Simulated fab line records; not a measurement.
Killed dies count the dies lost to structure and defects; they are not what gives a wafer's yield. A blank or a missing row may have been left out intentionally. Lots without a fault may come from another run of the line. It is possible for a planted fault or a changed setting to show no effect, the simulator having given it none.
A single fault, viewed from 2 desks / flow sky130 / each desk has only its own numbers; what lay behind them comes last

== METROLOGY DESK ==
What the gauges read for every lot (on any tool): the sampled wafers with a number, averaged. A lot is out of limits, marked OUT, if its mean lies more than 4 standard deviations from the usual mean; the brackets give that distance.
Columns: A = SPACER_CVD_00_THK at SKY_SPACER_THK_MEAS_01, usual 42.7 nm; B = cd nm at SKY_CONTACT_CD_MEAS_14, usual 169.8 nm
lot=L736; first seen here=day 23 10:00; A=42.8; B=168.3
lot=L737; first seen here=day 23 21:29; A=43.2; B=170.2
lot=L738; first seen here=day 24 19:05; A=43.1; B=169.8
lot=L741; first seen here=day 25 05:34; A=43.6; B=169.3
lot=L742; first seen here=day 26 13:16; A=42.5; B=169.4
lot=L743; first seen here=day 27 00:35; A=42.5; B=169.2
lot=L747; first seen here=day 28 01:05; A=42.5; B=170.1
lot=L748; first seen here=day 28 20:41; A=43.0; B=169.7
lot=L754; first seen here=day 30 00:44; A=42.6; B=172.1
lot=L755; first seen here=day 30 02:26; A=42.7; B=170.2
lot=L756; first seen here=day 30 09:59; A=42.5; B=171.4
lot=L757; first seen here=day 30 21:39; A=43.0; B=170.3
lot=L758; first seen here=day 31 01:04; A=42.7; B=170.2
This desk's verdict: no lot among the 13 shows anything out of limits.

== FOR THE TOOL OWNER'S DESK: implanter-01 ==
The tool's own readings at SKY_LDD_N_IMPLANT_15: means of the sampled wafers that have a number, for each lot that ran on this tool. A lot is out of limits, marked OUT, if its mean lies more than 4 standard deviations from the usual mean; the brackets give that distance.
Columns: A = rotation deg at SKY_LDD_N_IMPLANT_15, usual 270.00 degrees
lot=L738; first seen here=day 19 13:36; A=269.95
lot=L741; first seen here=day 20 00:27; A=270.05
lot=L747; first seen here=day 22 23:28; A=269.93
lot=L754; first seen here=day 25 01:36; A=438.07 (+99 or more) OUT
lot=L755; first seen here=day 25 03:37; A=438.01 (+99 or more) OUT
lot=L756; first seen here=day 25 11:13; A=437.99 (+99 or more) OUT
This desk finds L754, L755, L756 out of limits, L754 being first, at day 25 01:36 (rotation deg at SKY_LDD_N_IMPLANT_15). L738, L741, L747 stayed within limits.

== TAKEN TOGETHER ==
The tool owner's desk could have raised an alarm at day 25 01:36, on L754, L755, L756.
Nothing out of limits was seen by the metrology desk.
The metrology desk has L754, L755, L756 on record, within its limits.
On implanter-01, each named lot ran SKY_LDD_N_IMPLANT_15.

== WHAT THE SIMULATOR HAD INSERTED ==
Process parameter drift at SKY_LDD_N_IMPLANT_15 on implanter-01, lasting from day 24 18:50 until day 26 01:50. The setting rotation deg was moved by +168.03, starting from 270. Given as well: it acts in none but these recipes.
Struck lots among those shown: L754, L755, L756.
Delay in hours, fault start to first out-of-limits reading, by desk: the tool owner's desk at 7.
